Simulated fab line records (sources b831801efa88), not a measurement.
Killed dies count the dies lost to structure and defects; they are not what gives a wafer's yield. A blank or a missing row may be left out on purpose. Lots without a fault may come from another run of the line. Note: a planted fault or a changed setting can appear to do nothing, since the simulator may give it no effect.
2 desks, one fault -- flow gf180mcu -- only its own numbers are on each desk; what lay behind them is given at the end

AT THE TOOL OWNER'S DESK: pvd_sputter-04
The tool's own readings at GF_TOP_METAL_SPUTTER_04 (material TiN, target thk 25 nm, time 20.8 s): means of the sampled wafers that have a number, for each lot that ran on this tool. The brackets show how far a lot's mean lies from the usual mean; more than 4 standard deviations puts the lot out of limits, marked OUT.
Columns: A = cathode_dc_power_W at GF_TOP_METAL_SPUTTER_04, usual 6500.2 W; B = chamber_pressure_pa at GF_TOP_METAL_SPUTTER_04, usual 0.3999 Pa; C = throttle_valve_pct at GF_TOP_METAL_SPUTTER_04, usual 29.9 %
lot,first seen here,A,B,C
L843,day 27 20:04,6499.3,0.4003,31.4
L861,day 33 01:07,6500.5,0.4304 (+39) OUT,29.2
This desk's finding: out of limits on L861; first on L861, day 33 01:07 (chamber_pressure_pa at GF_TOP_METAL_SPUTTER_04). L843 stayed within limits.

FROM THE METROLOGY DESK
Lot by lot, what the gauges showed, no matter which tool ran the lot: averages of those sampled wafers that carry a number. The brackets show how far a lot's mean lies from the usual mean; more than 4 standard deviations puts the lot out of limits, marked OUT.
Columns: A = V5_W_RS at GF_V5_RS_MEAS_24, usual 0.326 ohm/sq; B = V5_W_THK at GF_V5_THK_MEAS_25, usual 353 nm; C = TOP_METAL_ALCU_RS at GF_TOP_METAL_RS_MEAS_05, usual 0.0328 ohm/sq; D = TOP_METAL_ALCU_THK at GF_TOP_METAL_THK_MEAS_06, usual 912 nm; E = cd_nm at GF_TOP_METAL_CD_MEAS_14, usual 440.3 nm; F = TOP_METAL_OVL at GF_TOP_METAL_OVL_MEAS_15, usual 1.5 nm
lot,first seen here,A,B,C,D,E,F
L842,day 27 18:46,0.326,351,0.0325,918,437.6,0.6
L843,day 27 19:25,0.328,354,0.0329,904,438.1,1.6
L855,day 31 10:53,0.325,355,0.0324,923,442.8,1.7
L861,day 33 00:26,0.323,356,0.0334,898,439.2,1.0
L864,day 33 17:37,0.325,354,0.0328,910,440.1,2.6
Finding of this desk: none of the 5 lots has anything out of limits.

PUT TOGETHER
An alarm could have come from the tool owner's desk at day 33 01:07, on L861.
At the metrology desk, nothing out of limits was observed.
The metrology desk holds a record of L861, inside its limits.
On pvd_sputter-04, each named lot ran GF_TOP_METAL_SPUTTER_04.

WHAT THE SIMULATOR PUT IN
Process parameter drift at GF_TOP_METAL_SPUTTER_04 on pvd_sputter-04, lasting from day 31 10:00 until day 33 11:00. The setting chamber_pressure_pa was moved by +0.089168, starting from 0.4. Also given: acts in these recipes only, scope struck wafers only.
Struck lots among those shown: L861.
Hours from the fault's start to each desk's first reading out of limits: the tool owner's desk, 39.
